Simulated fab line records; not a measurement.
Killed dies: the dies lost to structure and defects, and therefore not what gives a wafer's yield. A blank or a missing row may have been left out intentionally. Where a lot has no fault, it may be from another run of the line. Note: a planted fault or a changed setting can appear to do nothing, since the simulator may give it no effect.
A sampling plan put to the test | flow sky130 | one line in one fab, 69 faults in these records, each fault weighed on the records of the lots it struck
The plan is the line's own looks: the steps of the route at which a gauge or an inspection reads the wafer and doesn't change it. A look can be judged if struck wafers have a number there and the file gives its usual mean and standard deviation on fault-free wafers. Caught: a look later than the fault's first step finds the struck wafers' mean 4 or more of those standard deviations (sigma) from the usual mean. On the tool: the same test on the tool's own readings at the fault's steps. Another recipe on the struck wafers, or a record that is blank for them alone, also counts as caught.

## THE FAULTS, as the simulator had put them in
1. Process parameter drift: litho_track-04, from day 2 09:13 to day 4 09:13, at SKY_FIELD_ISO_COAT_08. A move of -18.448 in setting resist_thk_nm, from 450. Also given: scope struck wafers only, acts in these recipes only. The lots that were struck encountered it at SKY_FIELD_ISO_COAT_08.
2. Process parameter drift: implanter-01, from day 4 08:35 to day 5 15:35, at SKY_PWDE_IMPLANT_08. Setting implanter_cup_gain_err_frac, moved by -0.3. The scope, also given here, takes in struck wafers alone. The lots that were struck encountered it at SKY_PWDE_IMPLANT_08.
3. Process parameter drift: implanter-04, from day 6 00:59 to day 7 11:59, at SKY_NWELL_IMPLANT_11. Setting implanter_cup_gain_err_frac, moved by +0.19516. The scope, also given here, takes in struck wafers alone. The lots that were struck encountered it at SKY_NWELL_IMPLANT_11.
4. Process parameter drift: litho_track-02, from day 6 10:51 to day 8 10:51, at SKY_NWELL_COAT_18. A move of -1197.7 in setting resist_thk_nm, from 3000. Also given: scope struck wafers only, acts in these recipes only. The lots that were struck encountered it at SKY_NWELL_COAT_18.
5. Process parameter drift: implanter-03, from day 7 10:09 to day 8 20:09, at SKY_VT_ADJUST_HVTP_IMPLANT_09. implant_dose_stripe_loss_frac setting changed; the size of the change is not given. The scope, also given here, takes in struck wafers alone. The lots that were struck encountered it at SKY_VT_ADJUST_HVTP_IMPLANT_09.
6. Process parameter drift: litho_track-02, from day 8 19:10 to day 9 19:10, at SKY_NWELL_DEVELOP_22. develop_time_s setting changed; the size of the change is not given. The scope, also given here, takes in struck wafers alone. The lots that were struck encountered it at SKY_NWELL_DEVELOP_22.
7. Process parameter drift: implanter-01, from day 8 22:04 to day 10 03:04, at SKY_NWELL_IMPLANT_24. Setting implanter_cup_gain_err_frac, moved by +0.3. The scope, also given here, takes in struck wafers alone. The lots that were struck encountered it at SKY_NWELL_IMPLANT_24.
8. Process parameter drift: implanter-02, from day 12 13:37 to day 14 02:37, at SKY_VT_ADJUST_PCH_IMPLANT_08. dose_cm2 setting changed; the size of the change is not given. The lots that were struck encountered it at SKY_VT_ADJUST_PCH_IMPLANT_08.
9. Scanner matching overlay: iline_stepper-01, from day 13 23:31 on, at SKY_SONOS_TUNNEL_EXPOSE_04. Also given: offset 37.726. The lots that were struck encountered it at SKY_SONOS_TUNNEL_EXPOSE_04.
10. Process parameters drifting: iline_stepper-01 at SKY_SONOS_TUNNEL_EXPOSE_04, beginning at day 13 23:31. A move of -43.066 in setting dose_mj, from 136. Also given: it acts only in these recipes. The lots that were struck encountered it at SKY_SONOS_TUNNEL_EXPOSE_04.
11. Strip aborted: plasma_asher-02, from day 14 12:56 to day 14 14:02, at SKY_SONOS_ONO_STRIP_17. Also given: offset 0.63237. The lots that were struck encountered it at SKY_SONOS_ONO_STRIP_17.
12. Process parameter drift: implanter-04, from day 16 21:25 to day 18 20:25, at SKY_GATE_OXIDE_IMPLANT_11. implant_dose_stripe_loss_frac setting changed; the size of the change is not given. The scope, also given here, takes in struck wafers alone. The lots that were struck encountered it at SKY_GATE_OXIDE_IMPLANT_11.
13. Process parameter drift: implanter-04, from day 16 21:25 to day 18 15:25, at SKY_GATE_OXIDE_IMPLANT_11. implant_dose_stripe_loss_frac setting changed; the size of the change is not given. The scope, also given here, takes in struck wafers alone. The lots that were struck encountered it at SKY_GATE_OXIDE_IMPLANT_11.
14. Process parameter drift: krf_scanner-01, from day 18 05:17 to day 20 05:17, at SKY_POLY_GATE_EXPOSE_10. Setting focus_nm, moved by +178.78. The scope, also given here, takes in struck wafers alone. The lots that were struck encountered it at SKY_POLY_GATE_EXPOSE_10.
15. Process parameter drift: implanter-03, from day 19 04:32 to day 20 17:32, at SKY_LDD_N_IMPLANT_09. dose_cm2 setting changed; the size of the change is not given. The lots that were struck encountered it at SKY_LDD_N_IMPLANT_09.
16. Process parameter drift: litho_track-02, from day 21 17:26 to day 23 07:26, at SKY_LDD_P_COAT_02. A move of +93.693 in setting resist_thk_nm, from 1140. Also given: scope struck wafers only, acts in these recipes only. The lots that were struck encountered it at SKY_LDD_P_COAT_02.
17. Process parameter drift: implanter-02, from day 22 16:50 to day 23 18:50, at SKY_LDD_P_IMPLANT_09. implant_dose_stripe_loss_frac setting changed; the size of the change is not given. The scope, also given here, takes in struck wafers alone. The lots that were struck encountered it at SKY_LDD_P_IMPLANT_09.
18. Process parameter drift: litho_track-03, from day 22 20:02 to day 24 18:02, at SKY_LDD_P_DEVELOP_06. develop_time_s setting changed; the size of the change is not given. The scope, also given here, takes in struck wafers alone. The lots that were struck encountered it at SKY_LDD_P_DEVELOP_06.
19. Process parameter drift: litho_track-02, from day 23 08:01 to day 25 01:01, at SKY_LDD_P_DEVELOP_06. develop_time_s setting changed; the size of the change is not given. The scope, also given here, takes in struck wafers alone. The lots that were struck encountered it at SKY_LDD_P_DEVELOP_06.
20. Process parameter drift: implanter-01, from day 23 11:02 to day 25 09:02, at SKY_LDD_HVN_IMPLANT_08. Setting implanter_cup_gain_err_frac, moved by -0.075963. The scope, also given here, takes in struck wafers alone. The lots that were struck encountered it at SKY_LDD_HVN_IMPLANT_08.
21. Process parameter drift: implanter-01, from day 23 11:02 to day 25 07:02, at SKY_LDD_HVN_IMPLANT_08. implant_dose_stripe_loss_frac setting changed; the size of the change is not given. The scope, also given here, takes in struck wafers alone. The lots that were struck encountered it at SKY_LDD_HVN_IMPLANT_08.
22. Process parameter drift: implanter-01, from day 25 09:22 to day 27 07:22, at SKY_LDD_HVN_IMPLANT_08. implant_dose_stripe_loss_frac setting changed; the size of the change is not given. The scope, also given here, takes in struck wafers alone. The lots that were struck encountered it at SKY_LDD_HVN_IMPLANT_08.
23. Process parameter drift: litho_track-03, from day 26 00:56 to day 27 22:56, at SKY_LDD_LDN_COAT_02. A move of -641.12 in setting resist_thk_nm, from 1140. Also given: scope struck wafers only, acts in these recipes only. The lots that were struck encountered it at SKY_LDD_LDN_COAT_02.
24. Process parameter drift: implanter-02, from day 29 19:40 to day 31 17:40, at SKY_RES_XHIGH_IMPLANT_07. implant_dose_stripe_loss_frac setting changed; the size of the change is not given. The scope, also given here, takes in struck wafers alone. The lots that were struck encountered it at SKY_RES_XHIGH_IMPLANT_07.
25. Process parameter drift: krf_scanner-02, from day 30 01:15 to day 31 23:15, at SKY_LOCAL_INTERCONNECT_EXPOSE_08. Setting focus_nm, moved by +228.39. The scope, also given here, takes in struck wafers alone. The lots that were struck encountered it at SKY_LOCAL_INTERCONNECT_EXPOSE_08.
26. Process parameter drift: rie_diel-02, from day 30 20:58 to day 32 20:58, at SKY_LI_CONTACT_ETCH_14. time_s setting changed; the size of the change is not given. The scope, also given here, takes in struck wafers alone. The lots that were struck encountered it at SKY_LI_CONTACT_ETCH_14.
27. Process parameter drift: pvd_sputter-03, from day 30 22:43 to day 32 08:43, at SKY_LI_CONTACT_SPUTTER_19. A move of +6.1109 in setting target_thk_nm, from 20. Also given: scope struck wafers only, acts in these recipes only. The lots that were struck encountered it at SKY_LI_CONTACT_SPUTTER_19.
28. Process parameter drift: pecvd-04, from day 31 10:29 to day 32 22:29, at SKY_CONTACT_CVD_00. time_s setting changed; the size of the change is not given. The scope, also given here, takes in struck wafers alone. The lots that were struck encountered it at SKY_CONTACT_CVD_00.
29. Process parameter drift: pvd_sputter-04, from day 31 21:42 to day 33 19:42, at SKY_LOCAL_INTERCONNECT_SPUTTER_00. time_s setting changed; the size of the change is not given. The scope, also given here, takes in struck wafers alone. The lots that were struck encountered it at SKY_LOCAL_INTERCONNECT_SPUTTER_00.
30. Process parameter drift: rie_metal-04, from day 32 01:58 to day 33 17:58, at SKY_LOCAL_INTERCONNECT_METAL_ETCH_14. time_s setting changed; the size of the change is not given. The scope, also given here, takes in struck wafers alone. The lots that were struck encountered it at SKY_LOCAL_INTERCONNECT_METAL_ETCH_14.
31. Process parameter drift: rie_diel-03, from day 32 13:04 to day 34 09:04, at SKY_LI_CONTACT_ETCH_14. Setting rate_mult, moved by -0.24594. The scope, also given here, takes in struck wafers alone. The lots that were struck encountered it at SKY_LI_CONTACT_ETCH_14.
32. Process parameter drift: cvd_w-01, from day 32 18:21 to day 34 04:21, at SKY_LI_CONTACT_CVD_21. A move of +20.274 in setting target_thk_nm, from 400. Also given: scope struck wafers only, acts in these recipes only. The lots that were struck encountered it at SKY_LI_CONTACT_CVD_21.
33. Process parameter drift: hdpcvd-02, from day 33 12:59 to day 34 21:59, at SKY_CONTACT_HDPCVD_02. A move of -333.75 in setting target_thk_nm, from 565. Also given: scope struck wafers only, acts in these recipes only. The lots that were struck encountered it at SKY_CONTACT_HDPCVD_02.
34. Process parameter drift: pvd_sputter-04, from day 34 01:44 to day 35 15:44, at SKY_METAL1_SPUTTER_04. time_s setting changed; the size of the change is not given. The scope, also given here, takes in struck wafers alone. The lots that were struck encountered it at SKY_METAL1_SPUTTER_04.
35. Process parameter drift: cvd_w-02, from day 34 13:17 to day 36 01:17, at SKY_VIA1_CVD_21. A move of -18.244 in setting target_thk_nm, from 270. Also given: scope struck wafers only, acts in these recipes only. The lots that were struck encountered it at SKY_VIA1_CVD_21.
36. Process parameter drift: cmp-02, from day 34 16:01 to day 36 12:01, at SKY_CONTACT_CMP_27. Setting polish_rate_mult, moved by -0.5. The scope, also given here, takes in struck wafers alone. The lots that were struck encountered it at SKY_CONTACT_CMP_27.
37. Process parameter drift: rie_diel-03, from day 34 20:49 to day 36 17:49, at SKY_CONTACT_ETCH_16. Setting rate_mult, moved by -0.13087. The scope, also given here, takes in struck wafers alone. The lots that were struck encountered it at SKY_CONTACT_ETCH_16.
38. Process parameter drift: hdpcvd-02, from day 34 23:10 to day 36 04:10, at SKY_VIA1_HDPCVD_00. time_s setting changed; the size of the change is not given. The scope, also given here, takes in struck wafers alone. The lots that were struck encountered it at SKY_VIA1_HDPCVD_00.
39. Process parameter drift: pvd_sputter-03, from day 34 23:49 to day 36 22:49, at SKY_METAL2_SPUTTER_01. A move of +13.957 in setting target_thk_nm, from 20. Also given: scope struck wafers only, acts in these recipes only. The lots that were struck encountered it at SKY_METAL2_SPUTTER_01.
40. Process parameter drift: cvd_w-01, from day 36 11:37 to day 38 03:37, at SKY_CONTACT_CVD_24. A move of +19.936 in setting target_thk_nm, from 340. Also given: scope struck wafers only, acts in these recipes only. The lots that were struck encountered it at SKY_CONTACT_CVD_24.
41. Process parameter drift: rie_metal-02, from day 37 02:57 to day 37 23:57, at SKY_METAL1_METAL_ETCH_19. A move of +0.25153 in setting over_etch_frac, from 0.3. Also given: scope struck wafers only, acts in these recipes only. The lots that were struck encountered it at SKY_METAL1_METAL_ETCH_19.
42. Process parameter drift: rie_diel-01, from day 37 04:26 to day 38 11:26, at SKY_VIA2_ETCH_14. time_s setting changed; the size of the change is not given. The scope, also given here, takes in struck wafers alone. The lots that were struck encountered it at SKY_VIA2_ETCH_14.
43. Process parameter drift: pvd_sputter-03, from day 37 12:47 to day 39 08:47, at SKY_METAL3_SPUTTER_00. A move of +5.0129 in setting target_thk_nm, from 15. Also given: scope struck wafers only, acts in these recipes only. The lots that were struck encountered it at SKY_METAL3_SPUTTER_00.
44. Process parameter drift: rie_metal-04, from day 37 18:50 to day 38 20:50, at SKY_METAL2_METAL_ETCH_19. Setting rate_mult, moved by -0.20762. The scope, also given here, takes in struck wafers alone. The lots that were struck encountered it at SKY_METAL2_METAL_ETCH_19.
45. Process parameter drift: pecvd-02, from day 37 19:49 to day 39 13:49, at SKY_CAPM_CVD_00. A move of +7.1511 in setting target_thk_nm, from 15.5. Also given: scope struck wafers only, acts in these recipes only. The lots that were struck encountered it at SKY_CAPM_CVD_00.
46. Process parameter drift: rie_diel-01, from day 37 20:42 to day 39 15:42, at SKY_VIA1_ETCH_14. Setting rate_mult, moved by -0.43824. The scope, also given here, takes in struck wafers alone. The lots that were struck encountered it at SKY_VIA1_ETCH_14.
47. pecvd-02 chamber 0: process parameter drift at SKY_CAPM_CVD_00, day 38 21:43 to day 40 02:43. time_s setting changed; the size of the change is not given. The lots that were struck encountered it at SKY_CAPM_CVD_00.
48. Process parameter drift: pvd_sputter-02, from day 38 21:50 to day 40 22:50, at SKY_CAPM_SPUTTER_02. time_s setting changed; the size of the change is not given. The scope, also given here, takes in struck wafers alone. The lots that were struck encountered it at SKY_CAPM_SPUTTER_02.
49. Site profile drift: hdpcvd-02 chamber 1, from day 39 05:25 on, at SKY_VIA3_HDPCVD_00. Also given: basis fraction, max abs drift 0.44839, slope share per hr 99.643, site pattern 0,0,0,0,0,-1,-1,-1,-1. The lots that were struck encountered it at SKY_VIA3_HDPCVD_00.
50. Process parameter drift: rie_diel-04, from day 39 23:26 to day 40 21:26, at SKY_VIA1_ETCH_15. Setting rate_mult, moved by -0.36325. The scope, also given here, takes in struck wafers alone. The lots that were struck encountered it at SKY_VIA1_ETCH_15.
51. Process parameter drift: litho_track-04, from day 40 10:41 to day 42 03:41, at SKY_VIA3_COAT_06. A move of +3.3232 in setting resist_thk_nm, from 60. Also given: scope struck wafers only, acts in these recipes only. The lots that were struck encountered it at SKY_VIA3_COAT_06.
52. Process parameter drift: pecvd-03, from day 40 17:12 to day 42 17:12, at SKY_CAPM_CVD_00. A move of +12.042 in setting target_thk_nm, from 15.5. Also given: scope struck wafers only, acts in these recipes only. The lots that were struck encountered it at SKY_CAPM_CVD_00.
53. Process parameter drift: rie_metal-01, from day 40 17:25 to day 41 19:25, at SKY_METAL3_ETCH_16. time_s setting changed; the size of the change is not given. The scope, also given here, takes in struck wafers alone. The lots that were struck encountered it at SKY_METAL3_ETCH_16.
54. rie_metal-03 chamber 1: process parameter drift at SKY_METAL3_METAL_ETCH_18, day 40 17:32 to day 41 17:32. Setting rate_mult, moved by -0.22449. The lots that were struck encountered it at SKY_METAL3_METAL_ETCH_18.
55. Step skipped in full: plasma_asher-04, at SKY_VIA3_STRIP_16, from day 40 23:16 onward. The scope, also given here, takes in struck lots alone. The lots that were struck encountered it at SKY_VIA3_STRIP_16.
56. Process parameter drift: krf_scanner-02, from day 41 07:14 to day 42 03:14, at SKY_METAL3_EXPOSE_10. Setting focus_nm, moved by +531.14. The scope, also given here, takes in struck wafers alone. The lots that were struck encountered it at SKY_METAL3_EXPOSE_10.
57. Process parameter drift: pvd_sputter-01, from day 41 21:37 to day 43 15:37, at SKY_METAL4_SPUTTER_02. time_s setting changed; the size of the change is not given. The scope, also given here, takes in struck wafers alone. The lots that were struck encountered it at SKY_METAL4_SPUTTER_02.
58. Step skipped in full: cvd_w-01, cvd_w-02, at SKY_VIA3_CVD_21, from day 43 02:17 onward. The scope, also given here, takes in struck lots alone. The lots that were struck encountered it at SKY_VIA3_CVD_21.
59. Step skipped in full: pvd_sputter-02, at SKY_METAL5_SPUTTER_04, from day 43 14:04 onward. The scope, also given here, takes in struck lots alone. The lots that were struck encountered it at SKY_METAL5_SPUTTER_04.
60. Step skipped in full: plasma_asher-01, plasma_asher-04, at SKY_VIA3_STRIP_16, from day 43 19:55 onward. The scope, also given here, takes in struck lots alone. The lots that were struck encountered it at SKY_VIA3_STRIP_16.
61. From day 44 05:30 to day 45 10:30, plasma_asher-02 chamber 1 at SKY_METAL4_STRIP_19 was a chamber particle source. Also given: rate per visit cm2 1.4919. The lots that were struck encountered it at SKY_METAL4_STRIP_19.
62. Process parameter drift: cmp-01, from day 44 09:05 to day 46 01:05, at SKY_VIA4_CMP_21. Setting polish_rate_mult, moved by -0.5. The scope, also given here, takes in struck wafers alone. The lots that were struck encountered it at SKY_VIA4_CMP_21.
63. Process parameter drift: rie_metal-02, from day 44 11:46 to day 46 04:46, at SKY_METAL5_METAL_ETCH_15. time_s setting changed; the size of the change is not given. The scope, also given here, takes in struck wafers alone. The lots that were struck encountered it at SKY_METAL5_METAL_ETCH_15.
64. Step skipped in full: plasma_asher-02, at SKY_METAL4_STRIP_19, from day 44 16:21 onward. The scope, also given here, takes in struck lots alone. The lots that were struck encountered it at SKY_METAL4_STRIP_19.
65. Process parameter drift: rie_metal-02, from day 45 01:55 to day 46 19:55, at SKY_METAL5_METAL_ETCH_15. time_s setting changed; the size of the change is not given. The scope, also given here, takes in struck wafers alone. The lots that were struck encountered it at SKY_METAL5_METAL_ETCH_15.
66. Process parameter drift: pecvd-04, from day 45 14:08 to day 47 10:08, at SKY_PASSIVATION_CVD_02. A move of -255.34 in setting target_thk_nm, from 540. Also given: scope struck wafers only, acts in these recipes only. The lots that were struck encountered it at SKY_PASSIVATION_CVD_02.
67. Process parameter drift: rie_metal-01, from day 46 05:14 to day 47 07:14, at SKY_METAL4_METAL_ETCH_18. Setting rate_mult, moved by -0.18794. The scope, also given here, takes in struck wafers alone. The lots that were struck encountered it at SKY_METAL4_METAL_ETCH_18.
68. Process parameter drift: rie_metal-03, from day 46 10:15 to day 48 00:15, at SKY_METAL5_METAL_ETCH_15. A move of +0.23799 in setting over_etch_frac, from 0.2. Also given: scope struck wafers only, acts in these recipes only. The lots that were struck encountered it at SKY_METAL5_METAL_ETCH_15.
69. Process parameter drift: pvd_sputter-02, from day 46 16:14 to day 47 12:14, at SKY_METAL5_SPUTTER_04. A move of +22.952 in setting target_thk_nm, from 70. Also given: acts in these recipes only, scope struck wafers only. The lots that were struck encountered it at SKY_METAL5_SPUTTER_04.

## WHAT THE PLAN SAW
fault | on the tool itself                               | first look that catches it                      | reading, sigma                                                 | median hours from its first step to that look | hours from the fault's start to the first struck lot there | judged looks passed uncaught
1     | no reading that can be judged                    | none of the 2 looks that can be judged after it | -                                                              | -                                             | -                                                          | 2
2     | beam_on_s +20 sigma                              | SKY_PWDE_TW_MEAS_10                             | PWDE_TW +16                                                    | 0.2                                           | 4                                                          | 0
3     | faraday_current_uA +10 sigma                     | SKY_NWELL_TW_MEAS_15                            | NWELL_TW -6.4                                                  | 0.5                                           | 3                                                          | 0
4     | no reading that can be judged                    | no look after it can be judged                  | -                                                              | -                                             | -                                                          | 0
5     | no reading that can be judged                    | SKY_VT_ADJUST_HVTP_TW_MEAS_11                   | VT_ADJUST_HVTP_TW -13                                          | 0.2                                           | 9                                                          | 0
6     | no reading that can be judged                    | no look after it can be judged                  | -                                                              | -                                             | -                                                          | 0
7     | faraday_current_uA +14 sigma                     | SKY_NWELL_TW_MEAS_26                            | NWELL_2_TW -9.3                                                | 0.2                                           | 7                                                          | 0
8     | dose_ions_cm2 -99 or beyond sigma                | SKY_VT_ADJUST_PCH_TW_MEAS_10                    | VT_ADJUST_PCH_TW -23                                           | 0.2                                           | 9                                                          | 0
9     | under 2 sigma                                    | SKY_SONOS_TUNNEL_OVL_MEAS_08                    | SONOS_TUNNEL_OVL +25                                           | 12.6                                          | 18                                                         | 0
10    | exposure_dose_mJ_cm2 -99 or beyond sigma         | SKY_SONOS_TUNNEL_CD_MEAS_07                     | cd_nm -40                                                      | 12.4                                          | 18                                                         | 0
11    | oes_product_au +45 sigma                         | no look after it can be judged                  | -                                                              | -                                             | -                                                          | 0
12    | no reading that can be judged                    | none of the 5 looks that can be judged after it | -                                                              | -                                             | -                                                          | 5
13    | under 2 sigma                                    | none of the 5 looks that can be judged after it | -                                                              | -                                             | -                                                          | 5
14    | under 2 sigma                                    | SKY_POLY_GATE_CD_MEAS_13                        | cd_nm -12                                                      | 15.9                                          | 25                                                         | 0
15    | dose_ions_cm2 -99 or beyond sigma                | SKY_LDD_N_TW_MEAS_17                            | LDD_N_TW -6.3                                                  | 1.1                                           | 4                                                          | 0
16    | under 2 sigma                                    | SKY_LDD_P_CD_MEAS_07                            | cd_nm -4.1                                                     | 15.0                                          | 26                                                         | 0
17    | no reading that can be judged                    | none of the 5 looks that can be judged after it | -                                                              | -                                             | -                                                          | 5
18    | under 2 sigma                                    | SKY_LDD_P_CD_MEAS_07                            | cd_nm -32                                                      | 0.1                                           | 14                                                         | 0
19    | no reading that can be judged                    | SKY_LDD_P_CD_MEAS_07                            | cd_nm +5.4                                                     | 0.2                                           | 13                                                         | 0
20    | beam_on_s +4.8 sigma                             | SKY_LDD_HVN_TW_MEAS_10                          | LDD_HVN_TW +4.3                                                | 0.2                                           | 7                                                          | 0
21    | under 2 sigma                                    | SKY_LDD_HVN_TW_MEAS_10                          | LDD_HVN_TW -7.1                                                | 0.2                                           | 7                                                          | 0
22    | no reading that can be judged                    | SKY_LDD_HVN_TW_MEAS_10                          | LDD_HVN_TW -4.8                                                | 0.2                                           | 6                                                          | 0
23    | no reading that can be judged                    | not the one look that can be judged after it    | -                                                              | -                                             | -                                                          | 1
24    | no reading that can be judged                    | none of the 9 looks that can be judged after it | -                                                              | -                                             | -                                                          | 9
25    | no reading that can be judged                    | SKY_LOCAL_INTERCONNECT_CD_MEAS_11               | cd_nm -19                                                      | 13.0                                          | 21                                                         | 0
26    | run_length_s -73 sigma                           | no look after it can be judged                  | -                                                              | -                                             | -                                                          | 0
27    | under 2 sigma                                    | no look after it can be judged                  | -                                                              | -                                             | -                                                          | 0
28    | under 2 sigma                                    | not the one look that can be judged after it    | strongest: CONTACT_CVD_00_THK at SKY_CONTACT_THK_MEAS_01, -3.2 | -                                             | -                                                          | 1
29    | under 2 sigma                                    | SKY_LOCAL_INTERCONNECT_RS_MEAS_01               | LOCAL_INTERCONNECT_TIN_RS +6.7                                 | 0.1                                           | 16                                                         | 0
30    | run_length_s +6.7 sigma                          | no look after it can be judged                  | -                                                              | -                                             | -                                                          | 0
31    | under 2 sigma                                    | no look after it can be judged                  | -                                                              | -                                             | -                                                          | 0
32    | under 2 sigma                                    | SKY_LI_CONTACT_RS_MEAS_22                       | LI_CONTACT_W_RS -5.0                                           | 0.1                                           | 4                                                          | 0
33    | no reading that can be judged                    | SKY_CONTACT_THK_MEAS_03                         | CONTACT_HDPCVD_THK -50                                         | 0.1                                           | 6                                                          | 0
34    | under 2 sigma                                    | none of the 4 looks that can be judged after it | -                                                              | -                                             | -                                                          | 4
35    | under 2 sigma                                    | SKY_VIA1_RS_MEAS_22                             | VIA1_W_RS +8.6                                                 | 0.1                                           | 3                                                          | 0
36    | overpolish_run_s -99 or beyond sigma             | no look after it can be judged                  | -                                                              | -                                             | -                                                          | 0
37    | under 2 sigma                                    | no look after it can be judged                  | -                                                              | -                                             | -                                                          | 0
38    | run_length_s -63 sigma                           | SKY_VIA1_THK_MEAS_01                            | VIA1_HDPCVD_THK -14                                            | 0.1                                           | 26                                                         | 0
39    | under 2 sigma                                    | no look after it can be judged                  | -                                                              | -                                             | -                                                          | 0
40    | under 2 sigma                                    | SKY_CONTACT_RS_MEAS_25                          | CONTACT_W_RS -5.4                                              | 0.1                                           | 6                                                          | 0
41    | oes_product_au -14 sigma                         | no look after it can be judged                  | -                                                              | -                                             | -                                                          | 0
42    | oes_product_au +15 sigma                         | no look after it can be judged                  | -                                                              | -                                             | -                                                          | 0
43    | under 2 sigma                                    | no look after it can be judged                  | -                                                              | -                                             | -                                                          | 0
44    | under 2 sigma                                    | no look after it can be judged                  | -                                                              | -                                             | -                                                          | 0
45    | under 2 sigma                                    | SKY_CAPM_THK_MEAS_01                            | CAPM_CVD_00_THK +28                                            | 0.0                                           | 22                                                         | 0
46    | oes_product_au -27 sigma                         | no look after it can be judged                  | -                                                              | -                                             | -                                                          | 0
47    | only faintly: heater_power_w +2.1 sigma          | SKY_CAPM_THK_MEAS_01                            | CAPM_CVD_00_THK -25                                            | 0.0                                           | 19                                                         | 0
48    | under 2 sigma                                    | SKY_CAPM_RS_MEAS_03                             | CAPM_TIN_RS +26                                                | 0.1                                           | 27                                                         | 0
49    | under 2 sigma                                    | SKY_VIA3_THK_MEAS_01                            | VIA3_HDPCVD_THK -20                                            | 0.2                                           | 18                                                         | 0
50    | oes_product_au -38 sigma                         | no look after it can be judged                  | -                                                              | -                                             | -                                                          | 0
51    | no reading that can be judged                    | no look after it can be judged                  | -                                                              | -                                             | -                                                          | 0
52    | only faintly: rf_fwd_power_W -2.3 sigma          | SKY_CAPM_THK_MEAS_01                            | CAPM_CVD_00_THK +51                                            | 0.0                                           | 7                                                          | 0
53    | run_length_s +60 sigma                           | no look after it can be judged                  | -                                                              | -                                             | -                                                          | 0
54    | only faintly: oes_product_au -2.3 sigma          | no look after it can be judged                  | -                                                              | -                                             | -                                                          | 0
55    | the tool's record is blank for the struck wafers | no look after it can be judged                  | -                                                              | -                                             | -                                                          | 0
56    | no reading that can be judged                    | SKY_METAL3_CD_MEAS_13                           | cd_nm -75                                                      | 11.8                                          | 14                                                         | 0
57    | under 2 sigma                                    | no look after it can be judged                  | -                                                              | -                                             | -                                                          | 0
58    | the tool's record is blank for the struck wafers | SKY_VIA3_RS_MEAS_22                             | VIA3_W_RS +99 or beyond                                        | 0.1                                           | 3                                                          | 0
59    | the tool's record is blank for the struck wafers | SKY_METAL5_THK_MEAS_06                          | METAL5_ALCU_THK +16                                            | 0.2                                           | 2                                                          | 0
60    | the tool's record is blank for the struck wafers | no look after it can be judged                  | -                                                              | -                                             | -                                                          | 0
61    | under 2 sigma                                    | no look after it can be judged                  | -                                                              | -                                             | -                                                          | 0
62    | overpolish_run_s -99 or beyond sigma             | no look after it can be judged                  | -                                                              | -                                             | -                                                          | 0
63    | run_length_s -70 sigma                           | no look after it can be judged                  | -                                                              | -                                             | -                                                          | 0
64    | the tool's record is blank for the struck wafers | no look after it can be judged                  | -                                                              | -                                             | -                                                          | 0
65    | run_length_s -25 sigma                           | no look after it can be judged                  | -                                                              | -                                             | -                                                          | 0
66    | under 2 sigma                                    | SKY_PASSIVATION_THK_MEAS_03                     | PASSIVATION_CVD_02_THK -36                                     | 0.2                                           | 1                                                          | 0
67    | under 2 sigma                                    | no look after it can be judged                  | -                                                              | -                                             | -                                                          | 0
68    | oes_product_au -15 sigma                         | no look after it can be judged                  | -                                                              | -                                             | -                                                          | 0
69    | under 2 sigma                                    | SKY_METAL5_THK_MEAS_06                          | METAL5_ALCU_THK -5.5                                           | 0.2                                           | 5                                                          | 0
A dash: the fault isn't caught, or these records don't give the number.

Caught at a look: 32 of 69. Caught on the tool: 26 of 69. By one or the other: 48 of 69.
On the tool alone, faults 11, 26, 30, 36, 41, 42, 46, 50, 53, 55, 60, 62, 63, 64, 65, 68 were caught.
Caught at a look alone: faults 5, 9, 14, 16, 18, 19, 21, 22, 25, 29, 32, 33, 35, 40, 45, 47, 48, 49, 52, 56, 66, 69.
Caught by neither: faults 1, 4, 6, 12, 13, 17, 23, 24, 27, 28, 31, 34, 37, 39, 43, 44, 51, 54, 57, 61, 67.

## THINNER SAMPLING
Were the look that catches a fault to measure just every second or every third lot (counted by lot number), the first struck lot would, at worst, be measured this late:
fault | struck lots at that look, in order of time | every lot | every second lot | every third lot
2     | L456, L459, L460                           | 4 h       | 20 h             | may miss all 3
3     | L405, L408, L410                           | 3 h       | 23 h             | may miss all 3
5     | L961, L962                                 | 9 h       | 14 h             | may miss all 2
7     | L439, L440, L441                           | 7 h       | 11 h             | 16 h
8     | L549, L551, L552                           | 9 h       | 27 h             | may miss all 3
9     | L541, L542                                 | 18 h      | 22 h             | may miss all 2
10    | L999, L100                                 | 18 h      | 22 h             | may miss all 2
14    | L405, L406, L407                           | 25 h      | 32 h             | 38 h
15    | L303, L304, L306                           | 4 h       | 18 h             | may miss all 3
16    | L880, L881                                 | 26 h      | 30 h             | may miss all 2
18    | L676, L679                                 | 14 h      | 45 h             | may miss all 2
19    | L881                                       | 13 h      | may miss it      | may miss it
20    | L945, L946, L949                           | 7 h       | 15 h             | may miss all 3
21    | L431, L432, L435                           | 7 h       | 15 h             | may miss all 3
22    | L461, L462, L464                           | 6 h       | 13 h             | may miss all 3
25    | L997, L998, L100                           | 21 h      | 27 h             | may miss all 3
29    | L214, L216                                 | 16 h      | may miss all 2   | may miss all 2
32    | L583                                       | 4 h       | may miss it      | may miss it
33    | L739, L741                                 | 6 h       | may miss all 2   | may miss all 2
35    | L250, L251, L254                           | 3 h       | 13 h             | may miss all 3
38    | L139                                       | 26 h      | may miss it      | may miss it
40    | L503, L505, L504                           | 6 h       | 29 h             | 29 h
45    | L756, L757                                 | 22 h      | 30 h             | may miss all 2
47    | L331                                       | 19 h      | may miss it      | may miss it
48    | L719                                       | 27 h      | may miss it      | may miss it
49    | L369, L372                                 | 18 h      | 43 h             | may miss all 2
52    | L525                                       | 7 h       | may miss it      | may miss it
56    | L112, L113                                 | 14 h      | 20 h             | may miss all 2
58    | L139, L140                                 | 3 h       | 13 h             | may miss all 2
59    | L258, L259                                 | 2 h       | 12 h             | may miss all 2
66    | L100, L103                                 | 1 h       | 21 h             | may miss all 2
69    | L842, L844                                 | 5 h       | may miss all 2   | may miss all 2
Hours are from the fault's start to the first struck lot that is measured. 4 sigma limit: tested on the pooled struck wafers, so a lone lot may be under it. Other struck lots may not be in these records.

## THE LONGEST TIMED WAY FROM STEP TO LOOK
Fault 14: the median time between SKY_POLY_GATE_EXPOSE_10 and SKY_POLY_GATE_CD_MEAS_13 is 15.9 hours. No look between them can be judged.
